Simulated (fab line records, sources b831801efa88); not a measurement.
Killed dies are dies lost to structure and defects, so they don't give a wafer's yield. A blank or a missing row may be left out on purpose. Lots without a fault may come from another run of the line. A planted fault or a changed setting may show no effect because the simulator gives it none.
fab line records | flow sky130
record lots=6 wafers=18 last_day=50
route steps=708 shown PWDE@53 NWELL@56 PAD_OPEN@708
lots that met no fault: from a run of the same line without faults
start_h: hours from the record's first day to the start of the lot's first wafer shown | wait_h: hours since the lot's step before | " the same as in the row above | L1.1+2: a row that stands for several wafers | - no value, or no start given | * or withheld: withheld | < > ~ a bound
route shown NAME@n: a module of which the file shows steps, and the number in the route of the first | usual: mean/standard deviation of fault-free wafers | same: alike in all rows | chamber/n: place in a boat | sites: the reading at each site | _std_site: their standard deviation | _edge_site: outer sites' mean less inner sites' | radius_mm: how far each site lies from the wafer's centre | mask NAME#n: copy n | behind: the tool/chamber that last shaped the wafer | hold: why the lot was held/for how many hours/how that ended | device: the transistor (n, p or np) that didn't switch | end of line: the same wafers' tests at the end of the route | a step without rows: its recipe alone | killed: dies lost to structure and defects at the first sort, not the wafer's yield | map: a wafer's dies, x killed, . not, _ none there
set.NAME: the setting as run; set.NAME@STEP: as run at that earlier step | model.NAME: the simulator's own value behind a step, which no gauge read
lots at some steps of the route; a table a step, a row a wafer
services: from which hour (start_h, from the record's first day; less than 0 if before it) a tool's chamber was out of use, for how many hours, and why
## steps
# step SKY_PWDE_IMPLANT_08
# recipe species=B energy_kev=150 dose_cm2=3.6e+12 tilt_deg=withheld
# step SKY_PWDE_STRIP_09
# recipe chemistry=O2/N2 power_w=1400 pressure_mtorr=1500 platen_temp_c=withheld o2_flow_sccm=3000 n2_flow_sccm=300 overash_fraction=0.5
# usual chamber_pressure_mTorr=1499.9/1.4 drypump_motor_current_A=5.6/0.44 oes_product_au=0.723/0.0047 strip_time_to_endpoint_s=36.91/0.12
# columns lot.wafer tool chamber start_h wait_h chamber_pressure_mTorr drypump_motor_current_A oes_product_au rf_hours_counter_h strip_time_to_endpoint_s
L205.1 plasma_asher-03 1 86.29 0.1 1499.3 5.0 0.724 42 37.16
L205.4 " 1 " " 1498.2 5.0 0.726 - 37.03
L205.6 " 0 " " 1503.7 6.0 0.724 - 37.13
L208.2 plasma_asher-02 0 102.44 0.1 1501.5 6.0 0.719 29 36.96
L208.4 " 0 " " 1498.7 6.0 0.726 - 36.94
L208.5 " 1 " " 1500.6 5.4 0.719 - 36.87
L210.3 plasma_asher-01 0 115.38 0.1 1499.0 5.0 0.723 - 37.01
L210.4 " 1 " " 1497.2 5.8 0.719 - 37.14
L210.6 " 0 " " 1500.0 5.0 0.718 - 37.07
L216.4 plasma_asher-03 0 156.11 0.1 1500.6 6.0 0.727 - 37.04
L216.5 " 1 " " 1499.9 5.0 0.732 - 37.01
L216.6 " 0 " " 1497.8 6.0 0.723 - 37.05
L219.3 plasma_asher-02 1 177.72 0.1 1499.4 5.4 0.721 - 36.71
L219.5 " 0 " " 1501.1 6.0 0.717 - 36.65
L219.6 " 1 " " 1501.5 5.4 0.720 - 36.70
L224.3 plasma_asher-03 0 197.27 0.1 1502.7 6.0 0.720 - 36.86
L224.4 " 1 " " 1498.5 5.0 0.723 - 36.75
L224.6 " 1 " " 1501.0 5.0 0.719 - 36.87
# step SKY_PWDE_TW_MEAS_10
# usual PWDE_TW=377/3.4
# columns lot.wafer tool chamber start_h wait_h PWDE_TW
L205.1 film_metro-04 - 86.39 0.1 376
L205.4 " - " " 376
L205.6 " - " " 376
L208.2 film_metro-03 - 102.55 0.1 378
L208.4 " - " " 378
L208.5 " - " " 376
L210.3 film_metro-03 - 115.47 0.1 378
L210.4 " - " " 381
L210.6 " - " " 379
L216.4 film_metro-03 - 156.21 0.1 376
L216.5 " - " " 377
L216.6 " - " " 376
L219.3 film_metro-04 - 177.81 0.1 382
L219.5 " - " " 378
L219.6 " - " " 385
L224.3 film_metro-04 - 197.36 0.1 384
L224.4 " - " " 383
L224.6 " - " " 382
# step SKY_NWELL_DEHYDRATE_03
# recipe temp_c=200 time_s=60
# step SKY_NWELL_HMDS_04
# recipe prime_time_s=60 prime_temp_c=120
# step SKY_NWELL_COAT_05
# recipe spin_rpm=2000 resist_thk_nm=3000
# step SKY_NWELL_SOFTBAKE_06
# recipe temp_c=110 time_s=withheld
# step SKY_NWELL_EXPOSE_07
# recipe mask_id=NWM na=0.6 source_shape=conventional sigma_outer=0.6 polarization=unpolarized target_cd_nm=840 dose_mj=255
# step SKY_NWELL_PEB_08
# recipe temp_c=115 time_s=withheld
# step SKY_NWELL_DEVELOP_09
# recipe wall_angle_deg=90 developer=TMAH develop_time_s=60 dev_temp_c=23
# step SKY_NWELL_OVL_MEAS_10
# usual NWELL_00_OVL=0.4/1.4
# columns lot.wafer tool chamber start_h wait_h NWELL_00_OVL[nm]
L205.1 overlay-01 - 103.50 - -0.3
L205.4 " - " " 0.1
L205.6 " - " " -1.0
L208.2 overlay-02 - 120.15 - -1.6
L208.4 " - " " -0.6
L208.5 " - " " -0.8
L210.3 overlay-02 - 133.06 - 0.2
L210.4 " - " " 0.8
L210.6 " - " " 1.2
L216.4 overlay-01 - 177.09 - 2.1
L216.5 " - " " 2.5
L216.6 " - " " 0.9
L219.3 overlay-01 - 199.11 - 1.4
L219.5 " - " " 1.5
L219.6 " - " " 2.3
L224.3 overlay-02 - 220.38 - 0.9
L224.4 " - " " 0.0
L224.6 " - " " -1.0
# step SKY_NWELL_IMPLANT_11
# recipe species=P energy_kev=400 dose_cm2=1.9e+13 tilt_deg=withheld
# step SKY_NWELL_IMPLANT_12
# recipe species=P energy_kev=120 dose_cm2=1.3e+12 tilt_deg=withheld
# usual beam_energy_keV=120.00/0.041 faraday_current_uA=7.32/0.15
# columns lot.wafer tool chamber start_h wait_h beam_energy_keV faraday_current_uA model.implant.rp_nm
L205.1 implanter-02 0 103.69 0.1 119.95 7.59 152.5
L205.4 " 0 " " 119.97 7.27 152.5
L205.6 " 0 " " 120.02 7.31 152.5
L208.2 implanter-03 0 120.35 0.1 94.87 7.40 117
L208.4 " 0 " " 94.81 7.33 117
L208.5 " 0 " " 94.78 7.22 117
L210.3 implanter-03 0 133.28 0.1 94.81 7.69 116.2
L210.4 " 0 " " 94.85 7.17 116.2
L210.6 " 0 " " 94.78 7.13 116.2
L216.4 implanter-02 0 177.33 0.1 119.98 7.21 145.5
L216.5 " 0 " " 119.95 7.26 145.5
L216.6 " 0 " " 120.02 7.20 145.5
L219.3 implanter-03 0 199.34 0.1 119.99 7.29 156.3
L219.5 " 0 " " 119.97 7.66 156.3
L219.6 " 0 " " 120.03 7.38 156.3
L224.3 implanter-02 0 220.60 0.1 120.04 7.09 149.6
L224.4 " 0 " " 119.93 7.28 149.6
L224.6 " 0 " " 119.94 7.13 149.6
# step SKY_NWELL_IMPLANT_13
# recipe species=P energy_kev=50 dose_cm2=7e+11 tilt_deg=withheld
# step SKY_PAD_OPEN_PROBE_99
# usual killed_at_M0_to_M3=45/7.5 killed_at_M4_up=2.8/1.9 killed_at_contacts=25/5.5 killed_at_front_end=14/4 killed_at_other=0.3/0.75 killed_dies=87/9.4 killed_open=47/6.6 killed_short=39/6.6
# same gross_dies=492 killed_at_back_side=0
# columns lot.wafer tool chamber start_h wait_h killed_at_M0_to_M3 killed_at_M4_up killed_at_contacts killed_at_front_end killed_at_other killed_dies killed_open killed_short model.etest.pfet_g5v0d10v5.r_on_ohm_um model.etest.pfet_g5v0d10v5.drive_ua_um model.etest.pfet_01v8_lvt.drive_ua_um model.etest.pfet_01v8_lvt.off_log10_a_um model.etest.pfet_g5v0d10v5.off_log10_a_um model.etest.pfet_g5v0d10v5.vt_sat_v model.etest.pfet_16v.vt_v model.etest.pfet_g5v0d10v5.vt_v
L205.1 prober-01 - 1106.68 0.1 49 2 18 11 0 80 42 38 4784 341 170.7 -8.934 -12.66 -0.6524 -1.091 -0.8466
L205.4 prober-01 - 1106.83 0.2 46 2 18 20 0 86 45 41 4739 344.3 170.9 -8.77 -12.42 -0.6209 -1.083 -0.813
L205.6 prober-01 - 1106.93 0.2 47 3 19 21 1 91 41 50 4669 349.2 172 -8.909 -12.49 -0.6232 -1.082 -0.8182
L208.2 prober-02 - 1115.11 0.1 36 1 35 23 1 96 58 38 4864 335.3 168.3 -9.935 -13.31 -0.7067 -1.177 -0.8948
L208.4 prober-02 - 1115.21 0.2 51 6 31 12 0 100 53 47 4827 335.4 168.7 -9.721 -13.29 -0.7124 -1.174 -0.8984
L208.5 prober-02 - 1115.26 0.2 32 2 31 20 1 86 42 44 4961 329.4 163.5 -9.81 -13.34 -0.7334 -1.188 -0.9153
L210.3 prober-02 - 1133.53 0.2 44 6 25 15 0 90 47 43 4934 330.1 161.1 -10.12 -13.44 -0.7499 -1.215 -0.9257
L210.4 prober-02 - 1133.58 0.2 47 3 23 19 1 93 48 45 4973 327.9 161.5 -10.2 -13.54 -0.7557 -1.21 -0.9326
L210.6 prober-02 - 1133.68 0.2 43 1 23 15 0 82 48 34 4970 323 159.7 -10.38 -13.44 -0.768 -1.212 -0.943
L216.4 prober-01 - 1171.38 0.2 51 1 23 10 2 87 54 33 4802 341.9 174 -8.973 -12.49 -0.6392 -1.091 -0.8405
L216.5 prober-01 - 1171.43 0.2 48 2 24 13 0 87 40 47 4656 347.4 177.6 -8.796 -12.23 -0.6025 -1.091 -0.8081
L216.6 prober-01 - 1171.48 0.2 49 1 36 13 0 99 49 50 4761 340.7 173.2 -9.078 -12.67 -0.6344 -1.096 -0.8303
L219.3 prober-02 - 1188.17 0.2 46 1 22 15 0 84 48 36 4773 341.3 172.4 -8.95 -12.36 -0.6109 -1.073 -0.8094
L219.5 prober-02 - 1188.27 0.2 41 6 30 12 1 90 46 44 4732 338 174.3 -8.878 -12.26 -0.6163 -1.068 -0.8151
L219.6 prober-02 - 1188.32 0.2 45 4 26 10 0 85 44 41 4735 340.9 172.5 -8.895 -12.2 -0.6151 -1.076 -0.813
L224.3 prober-02 - 1206.10 0.2 50 1 28 14 2 95 55 40 4686 347.6 177 -8.844 -12.39 -0.6148 -1.086 -0.8178
L224.4 prober-02 - 1206.15 0.2 44 1 37 9 0 91 58 32 4887 333.1 175.6 -8.95 -12.64 -0.648 -1.093 -0.8485
L224.6 prober-02 - 1206.25 0.2 52 3 24 15 0 94 48 46 4707 347.5 177.5 -8.751 -12.6 -0.6407 -1.098 -0.8399
# killed by level:class
L205.1 METAL2:geometric_particle:short=8 VIA1:geometric_particle:open=7 VIA2:geometric_particle:open=7 LI_CONTACT:geometric_particle:open=6 CONTACT:geometric_particle:open=6 METAL1:geometric_particle:short=6 VIA3:geometric_particle:open=6 VIA3:geometric_particle:short=5
L205.4 POLY_GATE:geometric_particle:short=8 LI_CONTACT:geometric_particle:open=8 METAL2:geometric_particle:short=7 VIA2:geometric_particle:open=7 FIELD_ISO:geometric_particle:open=5 METAL2:geometric_particle:open=5 METAL1:geometric_particle:short=5 VIA1:geometric_particle:open=5
L205.6 VIA1:geometric_particle:open=9 METAL1:geometric_particle:short=7 CONTACT:geometric_particle:open=6 VIA3:geometric_particle:open=6 POLY_GATE:geometric_particle:open=5 POLY_GATE:geometric_particle:short=5 METAL2:geometric_particle:short=5 SPACER:geometric_particle:short=4
L208.2 CONTACT:geometric_particle:open=13 POLY_GATE:geometric_particle:open=10 VIA1:geometric_particle:open=8 FIELD_ISO:geometric_particle:open=6 LI_CONTACT:geometric_particle:open=6 VIA1:geometric_particle:short=6 LI_CONTACT:geometric_particle:short=5 CONTACT:geometric_particle:short=5
L208.4 CONTACT:geometric_particle:open=12 VIA1:geometric_particle:open=12 VIA1:geometric_particle:short=10 CONTACT:geometric_particle:short=9 VIA3:geometric_particle:open=8 METAL1:geometric_particle:short=6 FIELD_ISO:geometric_particle:short=5 POLY_GATE:geometric_particle:open=4
L208.5 CONTACT:geometric_particle:short=8 CONTACT:geometric_particle:open=7 METAL1:geometric_particle:short=6 LI_CONTACT:geometric_particle:open=6 VIA1:geometric_particle:open=6 LOCAL_INTERCONNECT:geometric_particle:short=6 FIELD_ISO:geometric_particle:open=5 POLY_GATE:geometric_particle:open=5
L210.3 VIA1:geometric_particle:open=13 CONTACT:geometric_particle:open=10 VIA3:geometric_particle:open=9 CONTACT:geometric_particle:short=6 LOCAL_INTERCONNECT:geometric_particle:short=5 METAL2:geometric_particle:short=5 METAL1:geometric_particle:short=4 VIA1:geometric_particle:short=4
L210.4 VIA1:geometric_particle:open=10 LI_CONTACT:geometric_particle:open=9 METAL1:geometric_particle:short=9 POLY_GATE:geometric_particle:short=7 CONTACT:geometric_particle:open=6 VIA3:geometric_particle:open=6 METAL2:geometric_particle:short=6 VIA2:geometric_particle:open=5
L210.6 VIA1:geometric_particle:open=10 CONTACT:geometric_particle:open=8 LI_CONTACT:geometric_particle:open=7 VIA2:geometric_particle:open=7 METAL2:geometric_particle:short=7 VIA1:geometric_particle:short=6 POLY_GATE:geometric_particle:open=5 FIELD_ISO:geometric_particle:open=4
L216.4 CONTACT:geometric_particle:open=11 VIA3:geometric_particle:open=11 VIA1:geometric_particle:open=10 VIA2:geometric_particle:open=8 LI_CONTACT:geometric_particle:open=6 VIA3:geometric_particle:short=5 METAL3:geometric_particle:short=5 METAL2:geometric_particle:short=4
L216.5 VIA1:geometric_particle:open=11 METAL1:geometric_particle:short=9 METAL2:geometric_particle:short=8 FIELD_ISO:geometric_particle:short=7 VIA2:geometric_particle:open=7 LI_CONTACT:geometric_particle:short=6 LI_CONTACT:geometric_particle:open=5 CONTACT:geometric_particle:short=5
L216.6 CONTACT:geometric_particle:open=13 VIA2:geometric_particle:open=12 METAL1:geometric_particle:short=7 VIA1:geometric_particle:open=7 LI_CONTACT:geometric_particle:open=6 LOCAL_INTERCONNECT:geometric_particle:short=6 CONTACT:geometric_particle:short=6 FIELD_ISO:geometric_particle:short=5
L219.3 VIA1:geometric_particle:open=10 CONTACT:geometric_particle:open=8 LI_CONTACT:geometric_particle:open=7 POLY_GATE:geometric_particle:open=5 VIA1:geometric_particle:short=5 VIA2:geometric_particle:open=5 VIA3:geometric_particle:open=5 METAL1:geometric_particle:short=4
L219.5 VIA1:geometric_particle:open=11 CONTACT:geometric_particle:open=8 LOCAL_INTERCONNECT:geometric_particle:short=7 LI_CONTACT:geometric_particle:open=6 POLY_GATE:geometric_particle:open=5 VIA2:geometric_particle:short=5 METAL4:geometric_particle:short=5 FIELD_ISO:geometric_particle:short=4
L219.6 VIA1:geometric_particle:open=10 VIA2:geometric_particle:open=10 LI_CONTACT:geometric_particle:open=9 CONTACT:geometric_particle:short=7 VIA1:geometric_particle:short=5 FIELD_ISO:geometric_particle:short=4 LOCAL_INTERCONNECT:geometric_particle:short=4 VIA2:geometric_particle:short=4
L224.3 VIA1:geometric_particle:open=11 LI_CONTACT:geometric_particle:open=9 METAL2:geometric_particle:short=8 CONTACT:geometric_particle:open=7 VIA1:geometric_particle:short=7 FIELD_ISO:geometric_particle:open=6 CONTACT:geometric_particle:short=6 VIA3:geometric_particle:open=6
L224.4 VIA1:geometric_particle:open=15 CONTACT:geometric_particle:open=14 LI_CONTACT:geometric_particle:open=9 VIA3:geometric_particle:open=6 LOCAL_INTERCONNECT:geometric_particle:short=6 CONTACT:geometric_particle:short=4 VIA2:geometric_particle:open=4 FIELD_ISO:geometric_particle:short=3
L224.6 VIA1:geometric_particle:open=11 METAL1:geometric_particle:short=9 LOCAL_INTERCONNECT:geometric_particle:short=8 VIA2:geometric_particle:open=7 POLY_GATE:geometric_particle:open=5 LI_CONTACT:geometric_particle:open=5 METAL2:geometric_particle:short=5 CONTACT:geometric_particle:open=4
## services
# columns tool chamber start_h hours kind
implanter-02 - 63.51 5.8 repair
plasma_asher-02 - 117.20 2.8 pm
plasma_asher-01 - 141.50 1.6 repair
implanter-03 - 144.86 6.1 repair
implanter-02 - 191.47 9.8 repair
## key
first_sign step=SKY_NWELL_IMPLANT_12 reading=beam_energy_keV direction=down sigmas=99+ usual=* struck=*
effect none on later readings
model_effect step=SKY_NWELL_IMPLANT_12 value=implant.rp_nm without=149.1 struck=116.6
model_effect step=SKY_PAD_OPEN_PROBE_99 value=etest.pfet_g5v0d10v5.r_on_ohm_um without=4781 struck=4922
met_at SKY_NWELL_IMPLANT_12
struck_wafers L208.2,L208.4,L208.5,L210.3,L210.4,L210.6
tester_left_out L208,L210
fault kind=process_parameter_drift tool=implanter-03 chamber=- onset_h=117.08 steps=SKY_NWELL_IMPLANT_12 channel=energy_kev offset=* shape=step end_h=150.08 acts_in=* stated=*
# tester_left_out: of these lots the tester's yield and bins aren't shown, on N5 and GAA mostly nor the transistor test; their killed dies are dies lost to structure and defects alone, not to doping, threshold or leakage, so they don't give the yield
